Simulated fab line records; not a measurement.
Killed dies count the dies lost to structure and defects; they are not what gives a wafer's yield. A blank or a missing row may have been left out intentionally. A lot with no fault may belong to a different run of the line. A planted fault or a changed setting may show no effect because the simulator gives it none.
The same fault as seen by 2 desks ; flow sky130 ; numbers are kept per desk, each desk with only its own; the story behind them comes last

FROM THE METROLOGY DESK
What the gauges read, lot by lot, whatever tool the lot ran on: means of the sampled wafers that have a number. A lot is out of limits, marked OUT, if its mean lies more than 4 standard deviations from the usual mean; the brackets give that distance.
Columns: A = cd_nm at SKY_VIA1_CD_MEAS_12, usual 150.0 nm; B = VIA1_W_THK at SKY_VIA1_THK_MEAS_23, usual 267 nm
lot;first seen here;A;B
L804;day 34 19:04;151.6;268
L805;day 35 04:29;149.9;270
L808;day 35 19:44;150.3;262
L809;day 36 01:29;149.4;261
L810;day 36 07:34;146.7;261
L814;day 37 12:18;153.0;263
L816;day 38 01:09;148.0;262
L817;day 38 12:55;150.0;266
L818;day 38 14:58;147.7;267
L819;day 38 23:31;149.5;264
L820;day 39 00:31;147.5;263
L821;day 39 06:01;149.5;270
L826;day 40 20:26;151.4;266
Result from this desk: across the 13 lots, nothing is out of limits.

FOR THE TOOL OWNER'S DESK: pvd_sputter-04
The tool's own readings at SKY_METAL4_SPUTTER_02 (material AlCu, target thk 735 nm, time 39.1 s): means of the sampled wafers that have a number, for each lot that ran on this tool. A lot is out of limits, marked OUT, if its mean lies more than 4 standard deviations from the usual mean; the brackets give that distance.
Columns: A = throttle_valve_pct at SKY_METAL4_SPUTTER_02, usual 30.4 %
lot;first seen here;A
L804;day 40 12:27;30.1
L808;day 41 09:05;30.7
L809;day 41 14:22;30.8
L814;day 42 23:11;29.6
L821;day 44 13:25;29.2
L826;day 45 22:44;30.8
Result from this desk: across the 6 lots, nothing is out of limits.

PUT TOGETHER
From the metrology desk's view, nothing was out of limits.
The tool owner's desk saw nothing out of limits.

WHAT THE SIMULATOR HAD PUT IN
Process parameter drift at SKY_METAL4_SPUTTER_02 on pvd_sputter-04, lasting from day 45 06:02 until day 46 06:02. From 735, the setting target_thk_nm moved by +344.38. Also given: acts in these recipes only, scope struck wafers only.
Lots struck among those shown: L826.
